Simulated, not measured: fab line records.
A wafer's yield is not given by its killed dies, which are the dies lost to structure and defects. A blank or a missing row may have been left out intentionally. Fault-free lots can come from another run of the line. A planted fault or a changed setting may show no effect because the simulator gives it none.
fab line records	flow sky130
record lots=11	wafers=33	last_day=50
route steps=708 shown METAL3@564 VIA3@576
lots with no fault: from the same line, run without faults
start_h: the number of hours between the record's first day and the start of the first shown wafer of the lot	wait_h: hours from the lot's prior step to this one	" unchanged from the row above	L1.1+2: a row that stands for several wafers	- no value, or no start was given	* or withheld: withheld	< > ~ a bound
route shown NAME@n: NAME is a module with steps in the file, n the number in the route of the first one	usual: mean/standard deviation taken from wafers without a fault	same: alike in all rows	chamber/n: place in a boat	sites: readings site by site	_std_site: the values' standard deviation	_edge_site: inner sites' mean taken away from outer sites' mean	radius_mm: how far each site lies from the wafer's centre	mask NAME#n: copy n	behind: the last tool/chamber to shape the wafer	hold: the reason the lot was held/the length of the hold in hours/how it ended	device: the n, p or np transistor that did not switch	end of line: the route-end tests of the same wafers	where a step has no rows: the recipe by itself	killed: dies that structure and defects cost at the first sort, which is not the same as the wafer's yield	map: a wafer's dies, x killed, . not, _ none there
set.NAME: the setting as run; set.NAME@STEP: as run at that earlier step	model.NAME: the simulator's own value behind a step, which no gauge read
the route's steps for a sample of lots (tables are steps, rows are wafers)
services: from which hour (start_h, from the record's first day; less than 0 if before it) a tool's chamber was out of use, for how many hours, and why
## steps
# step SKY_METAL3_OVL_MEAS_14
# usual METAL3_OVL=1/5.7
lot.wafer	tool	chamber	start_h	wait_h	METAL3_OVL[nm]
L430.2	overlay-02	-	907.88	0.1	2
L430.4	"	-	"	"	12
L430.6	"	-	"	"	2
L431.1	overlay-02	-	910.51	0.1	2
L431.2	"	-	"	"	3
L431.4	"	-	"	"	-2
L434.1	overlay-02	-	930.28	0.1	4
L434.5	"	-	"	"	2
L434.6	"	-	"	"	3
L435.4	overlay-02	-	937.47	0.1	6
L435.5	"	-	"	"	-3
L435.6	"	-	"	"	4
L436.1	overlay-02	-	941.53	0.1	-1
L436.2	"	-	"	"	9
L436.5	"	-	"	"	-8
L438.1	overlay-02	-	959.03	0.1	6
L438.4	"	-	"	"	1
L438.6	"	-	"	"	6
L448.1	overlay-02	-	1020.90	0.1	4
L448.3	"	-	"	"	11
L448.4	"	-	"	"	7
L450.1	overlay-02	-	1032.98	0.1	1
L450.4	"	-	"	"	-1
L450.6	"	-	"	"	-1
L451.1	overlay-02	-	1045.50	0.1	-9
L451.2	"	-	"	"	-7
L451.5	"	-	"	"	-11
L452.2	overlay-02	-	1053.63	0.1	8
L452.4	"	-	"	"	-1
L452.5	"	-	"	"	7
L453.2	overlay-02	-	1054.13	0.1	-5
L453.4	"	-	"	"	-7
L453.6	"	-	"	"	-8
# step SKY_VIA3_BOW_MEAS_03
# recipe mode=bow
# usual VIA3_BOW=79/7.9
lot.wafer	tool	chamber	start_h	wait_h	VIA3_BOW[um]
L430.2	film_metro-04	-	909.49	0.2	74
L430.4	"	-	"	"	70
L430.6	"	-	"	"	73
L431.1	film_metro-04	-	912.33	0.1	85
L431.2	"	-	"	"	70
L431.4	"	-	"	"	70
L434.1	film_metro-03	-	931.80	0.2	74
L434.5	"	-	"	"	77
L434.6	"	-	"	"	86
L435.4	film_metro-03	-	939.03	0.2	72
L435.5	"	-	"	"	76
L435.6	"	-	"	"	81
L436.1	film_metro-03	-	943.04	0.2	95
L436.2	"	-	"	"	86
L436.5	"	-	"	"	90
L438.1	film_metro-04	-	960.57	0.3	82
L438.4	"	-	"	"	81
L438.6	"	-	"	"	83
L448.1	film_metro-01	-	1022.89	0.1	79
L448.3	"	-	"	"	75
L448.4	"	-	"	"	89
L450.1	film_metro-03	-	1034.78	0.2	84
L450.4	"	-	"	"	78
L450.6	"	-	"	"	92
L451.1	film_metro-01	-	1047.07	0.2	57
L451.2	"	-	"	"	65
L451.5	"	-	"	"	72
L452.2	film_metro-04	-	1055.13	0.3	81
L452.4	"	-	"	"	81
L452.5	"	-	"	"	81
L453.2	film_metro-04	-	1055.81	0.2	78
L453.4	"	-	"	"	77
L453.6	"	-	"	"	85
# step SKY_VIA3_ETCH_14
# recipe chemistry=N2/H2	target=BARC	ion_energy_ev=200	source_w=500	bias_w=100	pressure_mtorr=30	n2_flow_sccm=100	h2_flow_sccm=200	stop_on=SiO2	time_s=45.9	target_depth_a=600
# usual drypump_motor_current_A=5.6/0.46	oes_product_au=0.855/0.0047	run_length_s=74.1/0.54	throttle_valve_pct=13.223/0.0097
lot.wafer	tool	chamber	start_h	wait_h	drypump_motor_current_A	oes_product_au	rf_hours_counter_h	run_length_s	throttle_valve_pct
L430.2	rie_diel-01	0	934.01	0.0	5.3	0.858	15	74.0	13.240
L430.4	"	1	"	"	5.8	0.852	11	73.9	13.235
L430.6	"	0	"	"	5.3	0.863	-	73.5	13.223
L431.1	rie_diel-04	2	937.11	0.0	6.2	0.851	11	74.8	13.224
L431.2	"	3	"	"	5.9	0.844	23	75.4	13.209
L431.4	"	1	"	"	5.1	0.855	4	75.3	13.218
L434.1	rie_diel-01	3	956.06	0.0	6.0	0.863	19	74.2	13.215
L434.5	"	3	"	"	6.1	0.848	-	73.6	13.220
L434.6	"	2	"	"	5.7	0.847	-	74.4	13.225
L435.4	rie_diel-01	3	964.02	0.0	6.1	0.852	20	73.5	13.225
L435.5	"	0	"	"	5.2	0.853	-	73.5	13.227
L435.6	"	1	"	"	5.8	0.857	-	73.3	13.221
L436.1	rie_diel-04	1	967.96	0.0	5.1	0.855	5	75.2	13.212
L436.2	"	0	"	"	5.7	0.860	8	74.0	13.235
L436.5	"	3	"	"	5.9	0.855	-	74.5	13.208
L438.1	rie_diel-04	0	984.83	0.0	5.7	0.962	8	68.1	13.221
L438.4	"	1	"	"	5.1	0.857	5	75.0	13.221
L438.6	"	2	"	"	6.3	0.853	-	75.4	13.223
L448.1	rie_diel-03	1	1045.90	0.0	5.0	0.853	10	74.2	13.233
L448.3	"	2	"	"	5.9	0.862	18	73.9	13.221
L448.4	"	3	"	"	5.8	0.854	26	74.1	13.225
L450.1	rie_diel-01	2	1057.51	0.0	5.8	0.861	16	74.3	13.223
L450.4	"	3	"	"	6.0	0.857	23	73.3	13.234
L450.6	"	0	"	"	5.3	0.858	-	73.3	13.230
L451.1	rie_diel-04	1	1068.59	0.0	5.1	0.851	8	75.0	13.209
L451.2	"	3	"	"	5.9	0.856	27	75.2	13.210
L451.5	"	3	"	"	5.9	0.852	-	74.8	13.220
L452.2	rie_diel-01	0	1077.01	0.0	5.3	0.848	20	73.6	13.208
L452.4	"	2	"	"	5.8	0.850	17	74.4	13.225
L452.5	"	2	"	"	5.7	0.854	-	74.3	13.223
L453.2	rie_diel-03	0	1077.09	0.0	4.6	0.850	13	73.7	13.227
L453.4	"	3	"	"	5.8	0.858	27	74.1	13.233
L453.6	"	3	"	"	5.8	0.847	-	74.2	13.221
# step SKY_VIA3_STRIP_16
# recipe chemistry=O2/N2	power_w=1400	pressure_mtorr=1500	platen_temp_c=withheld	o2_flow_sccm=3000	n2_flow_sccm=300	overash_fraction=0.5
# usual drypump_motor_current_A=5.7/0.45	oes_product_au=0.402/0.0043	strip_time_to_endpoint_s=4.140/0.025
lot.wafer	tool	chamber	start_h	wait_h	drypump_motor_current_A	oes_product_au	rf_hours_counter_h	strip_time_to_endpoint_s
L430.2	plasma_asher-01	0	934.12	0.0	6.1	0.402	112	4.130
L430.4	"	1	"	"	5.2	0.404	-	4.129
L430.6	"	0	"	"	6.1	0.411	-	4.111
L431.1	plasma_asher-04	0	937.22	0.0	6.0	0.394	48	4.175
L431.2	"	1	"	"	5.8	0.399	48	4.148
L431.4	"	0	"	"	5.9	0.407	-	4.141
L434.1	plasma_asher-01	1	956.17	0.0	5.2	0.394	114	4.141
L434.5	"	1	"	"	5.2	0.392	-	4.142
L434.6	"	0	"	"	6.1	0.404	-	4.112
L435.4	plasma_asher-01	0	964.16	0.1	6.1	0.404	-	4.171
L435.5	"	1	"	"	5.2	0.399	-	4.127
L435.6	"	0	"	"	6.1	0.412	-	4.182
L436.1	plasma_asher-01	1	968.07	0.0	5.2	0.404	115	4.108
L436.2	"	0	"	"	6.1	0.404	115	4.112
L436.5	"	1	"	"	5.2	0.404	-	4.146
L438.1	plasma_asher-01	0	984.94	0.0	6.1	0.402	118	4.235
L438.4	"	1	"	"	5.2	0.395	-	4.164
L438.6	"	0	"	"	6.1	0.403	-	4.173
L448.1	plasma_asher-04	0	1046.00	0.0	5.9	0.403	60	4.139
L448.3	"	1	"	"	5.7	0.400	-	4.150
L448.4	"	0	"	"	5.9	0.400	-	4.160
L450.1	plasma_asher-04	1	1057.62	0.0	5.7	0.407	61	4.137
L450.4	"	0	"	"	5.9	0.408	-	4.178
L450.6	"	0	"	"	5.9	0.403	-	4.152
L451.1	plasma_asher-04	1	1068.69	0.0	5.7	0.405	63	4.136
L451.2	"	0	"	"	5.9	0.400	63	4.146
L451.5	"	1	"	"	5.8	0.404	-	4.127
L452.2	plasma_asher-01	1	1077.12	0.0	5.2	0.408	1	4.135
L452.4	"	0	"	"	6.1	0.406	-	4.159
L452.5	"	0	"	"	6.1	0.403	-	4.150
L453.2	plasma_asher-02	1	1077.19	0.0	6.4	0.405	28	4.154
L453.4	"	0	"	"	5.1	0.403	-	4.179
L453.6	"	1	"	"	6.4	0.403	-	4.185
# step SKY_VIA3_CVD_21
# recipe material=W	target_thk_nm=390	time_s=117.31	temp_c=400	pressure_torr=40
# usual heater_power_w=821/55
lot.wafer	tool	chamber	start_h	wait_h	heater_power_w
L430.2	cvd_w-02	1	934.81	0.0	767
L430.4	"	1	"	"	765
L430.6	"	0	"	"	885
L431.1	cvd_w-01	0	937.88	0.0	799
L431.2	"	1	"	"	841
L431.4	"	1	"	"	818
L434.1	cvd_w-02	1	956.82	0.0	778
L434.5	"	0	"	"	898
L434.6	"	1	"	"	765
L435.4	cvd_w-02	1	964.83	0.1	765
L435.5	"	1	"	"	759
L435.6	"	0	"	"	888
L436.1	cvd_w-02	1	968.73	0.0	781
L436.2	"	0	"	"	908
L436.5	"	1	"	"	754
L438.1	cvd_w-01	0	985.59	0.0	791
L438.4	"	0	"	"	776
L438.6	"	0	"	"	784
L448.1	cvd_w-01	0	1046.66	0.0	759
L448.3	"	1	"	"	845
L448.4	"	0	"	"	797
L450.1	cvd_w-01	0	1058.27	0.0	795
L450.4	"	0	"	"	809
L450.6	"	0	"	"	791
L451.1	cvd_w-02	1	1069.35	0.0	774
L451.2	"	1	"	"	747
L451.5	"	1	"	"	781
L453.2	cvd_w-02	0	1077.84	0.0	900
L453.4	"	0	"	"	912
L453.6	"	0	"	"	900
L452.2	cvd_w-01	1	1077.95	0.0	857
L452.4	"	0	"	"	798
L452.5	"	1	"	"	842
## services
tool	chamber	start_h	hours	kind
cvd_w-01	-	918.00	2.8	pm
cvd_w-02	0	918.00	-	clean
cvd_w-02	1	918.00	-	clean
rie_diel-03	1	937.90	12.2	repair
cvd_w-01	1	942.03	17.0	repair
plasma_asher-02	-	947.82	1.1	repair
plasma_asher-02	-	951.98	23.5	repair
rie_diel-01	3	970.75	6.0	repair
cvd_w-01	1	974.22	23.6	repair
rie_diel-03	3	974.65	4.4	repair
plasma_asher-02	-	975.45	28.1	pm
rie_diel-01	-	987.91	2.8	pm
rie_diel-04	-	990.30	0.2	repair
rie_diel-04	0	1019.98	5.1	repair
rie_diel-01	0	1053.17	3.2	repair
plasma_asher-01	-	1055.25	9.0	pm
plasma_asher-01	0	1055.25	9.0	vent_cycle
plasma_asher-01	1	1055.25	9.0	vent_cycle
rie_diel-03	-	1055.76	4.3	pm
rie_diel-04	2	1058.62	10.3	repair
rie_diel-01	2	1062.97	3.5	repair
plasma_asher-01	0	1064.25	-	clean
rie_diel-01	0	1068.06	8.0	repair
cvd_w-02	0	1068.34	7.9	repair
## key
first_sign step=SKY_VIA3_ETCH_14	reading=oes_product_au	direction=up	sigmas=23	usual=0.855	struck=0.962
effect step=SKY_VIA3_ETCH_14	reading=run_length_s	direction=down	sigmas=11	usual=*	struck=*
effect step=SKY_VIA3_STRIP_16	reading=strip_time_to_endpoint_s	direction=up	sigmas=3.8	usual=*	struck=*
met_at SKY_VIA3_ETCH_14
struck_lots L438
struck_wafers L438.1
not_acting_at SKY_METAL3_OVL_MEAS_14,SKY_VIA3_BOW_MEAS_03,SKY_VIA3_CVD_21
onset_between 967.96 984.83
fault kind=process_parameter_drift	tool=rie_diel-04	chamber=0	onset_h=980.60	steps=SKY_VIA3_ETCH_14	channel=time_s	offset=*	shape=step	end_h=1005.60	acts_in=*	stated=*
